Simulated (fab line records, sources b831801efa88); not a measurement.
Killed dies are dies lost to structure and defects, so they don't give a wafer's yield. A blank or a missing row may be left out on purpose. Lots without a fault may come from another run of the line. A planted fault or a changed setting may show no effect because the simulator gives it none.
Which tool did it? | flow gf180mcu | 24 lots, 72 wafers sampled, at 3 steps of a route of 602

WHAT THE GAUGES READ, wafer by wafer
GF_V2_THK_MEAS_25: measures by xrf. Usual: V2_W_THK 341 nm, standard deviation 4.3.
lot  | measured     | on            | V2_W_THK (nm) | flag
L074 | day 20 09:13 | film_metro-03 | 342 341 349   |
L075 | day 20 16:21 | film_metro-04 | 347 350 353   |
L076 | day 21 03:47 | film_metro-01 | 342 340 340   |
L077 | day 21 16:29 | film_metro-04 | 337 334 335   |
L078 | day 21 23:42 | film_metro-01 | 343 346 342   |
L079 | day 22 09:45 | film_metro-01 | 341 341 343   |
L080 | day 22 20:11 | film_metro-04 | 345 350 345   |
L081 | day 23 05:30 | film_metro-01 | 333 339 337   |
L082 | day 23 14:15 | film_metro-03 | 343 343 351   |
L083 | day 24 03:01 | film_metro-01 | 343 337 341   |
L084 | day 24 10:02 | film_metro-03 | 336 340 335   |
L085 | day 24 11:23 | film_metro-01 | 337 337 333   |
L086 | day 24 20:53 | film_metro-03 | 338 341 337   |
L087 | day 25 06:06 | film_metro-01 | 336 340 344   |
L088 | day 25 15:08 | film_metro-01 | 343 331 339   |
L089 | day 25 21:57 | film_metro-01 | 336 345 348   |
L090 | day 26 02:20 | film_metro-03 | 345 342 342   |
L091 | day 26 06:38 | film_metro-01 | 341 343 336   |
L092 | day 26 12:50 | film_metro-04 | 341 345 344   |
L093 | day 26 23:13 | film_metro-01 | 341 342 338   |
L094 | day 27 07:21 | film_metro-01 | 337 336 345   |
L095 | day 27 12:09 | film_metro-04 | 337 344 340   |
L096 | day 27 16:17 | film_metro-01 | 345 340 339   |
L097 | day 28 00:14 | film_metro-01 | 348 343 335   |

GF_M3_CD_MEAS_14: target cd 280 nm. Usual: cd_nm 279.9 nm, standard deviation 0.99.
lot  | measured     | on        | cd_nm (nm)        | flag
L074 | day 21 09:30 | cd_sem-02 | 279.6 280.1 280.3 |
L075 | day 21 16:35 | cd_sem-02 | 277.9 277.8 277.9 |
L076 | day 22 03:41 | cd_sem-02 | 279.7 280.0 281.3 |
L077 | day 22 16:32 | cd_sem-01 | 280.2 281.2 279.9 |
L078 | day 22 23:35 | cd_sem-01 | 278.9 279.1 280.1 |
L079 | day 23 08:55 | cd_sem-02 | 279.9 280.5 280.8 |
L080 | day 23 19:38 | cd_sem-01 | 280.8 280.3 281.2 |
L081 | day 24 04:23 | cd_sem-01 | 278.9 279.6 278.9 |
L082 | day 24 12:43 | cd_sem-01 | 280.6 279.1 278.9 |
L083 | day 25 01:35 | cd_sem-02 | 279.3 279.5 279.3 |
L084 | day 25 07:41 | cd_sem-01 | 279.8 281.0 280.2 |
L085 | day 25 09:13 | cd_sem-02 | 279.7 280.1 280.2 |
L086 | day 25 19:07 | cd_sem-01 | 280.5 279.0 280.4 |
L087 | day 26 03:46 | cd_sem-02 | 279.6 279.1 279.6 |
L088 | day 26 12:49 | cd_sem-01 | 279.5 279.1 279.6 |
L089 | day 26 19:20 | cd_sem-02 | 280.9 280.5 279.6 |
L090 | day 26 23:17 | cd_sem-02 | 279.7 278.7 280.2 |
L091 | day 27 03:53 | cd_sem-02 | 282.0 281.9 281.9 |
L092 | day 27 10:13 | cd_sem-02 | 279.0 278.8 278.7 |
L093 | day 27 20:11 | cd_sem-02 | 280.3 280.2 279.5 |
L094 | day 28 03:59 | cd_sem-02 | 279.7 280.2 279.8 |
L095 | day 28 08:14 | cd_sem-02 | 280.4 280.0 281.4 |
L096 | day 28 12:13 | cd_sem-01 | 279.9 278.7 279.6 |
L097 | day 28 20:05 | cd_sem-02 | 278.6 279.9 280.1 |

GF_V3_BOW_MEAS_05. Usual: V3_BOW 117 um, standard deviation 8.6.
lot  | measured     | on            | V3_BOW (um) | flag
L074 | day 21 10:53 | film_metro-04 | 114 123 116 |
L075 | day 21 18:06 | film_metro-02 | 112 123 115 |
L076 | day 22 05:14 | film_metro-02 | 103 119 115 |
L077 | day 22 17:55 | film_metro-03 | 118 121 134 |
L078 | day 23 00:58 | film_metro-02 | 124 125 121 |
L079 | day 23 10:25 | film_metro-02 | 102 116 116 |
L080 | day 23 21:09 | film_metro-02 | 117 112 117 |
L081 | day 24 05:56 | film_metro-04 | 125 120 121 |
L082 | day 24 14:06 | film_metro-03 | 130 116 119 |
L083 | day 25 02:58 | film_metro-04 | 119 108 124 |
L084 | day 25 09:04 | film_metro-02 | 102 96 113  |
L085 | day 25 10:36 | film_metro-02 | 127 128 124 |
L086 | day 25 20:32 | film_metro-04 | 132 111 120 |
L087 | day 26 05:16 | film_metro-03 | 119 105 120 |
L088 | day 26 14:13 | film_metro-03 | 124 125 114 |
L089 | day 26 20:43 | film_metro-03 | 106 110 114 |
L090 | day 27 00:40 | film_metro-02 | 119 101 106 |
L091 | day 27 05:16 | film_metro-02 | 121 129 105 |
L092 | day 27 11:35 | film_metro-04 | 111 107 118 |
L093 | day 27 21:35 | film_metro-03 | 112 109 109 |
L094 | day 28 05:28 | film_metro-03 | 120 105 116 |
L095 | day 28 09:39 | film_metro-02 | 130 123 108 |
L096 | day 28 13:35 | film_metro-02 | 120 112 123 |
L097 | day 28 21:41 | film_metro-03 | 116 98 113  |

WHICH TOOL RAN EACH LOT (tool, then ch and the chambers of the sampled wafers, then the start)
The record holds no process step before these readings.

WHAT THE TOOLS THEMSELVES READ (means of the sampled wafers that have a number; where no wafer has one, the mark that the record gives instead)
The record holds no such reading with a usual standard deviation.

THE ANSWER, worked out from the rows above alone
Rule: a lot is off if the mean of its wafers that have a number lies more than 3 standard deviations from the usual mean. A lot without any number at a reading at which 4 lots or more have one is off too. The other lots that the step has rows for count as sound. The gauges are gone through in route order, then the tools' own readings, and for those a lot's mean is taken as printed above. The first step at which some lot is off is used, and at that step the reading that is off furthest; a lot without a number counts as furthest.
No lot is off at any reading shown: from this, nothing can be told.

WHAT THE SIMULATOR HAD PUT IN
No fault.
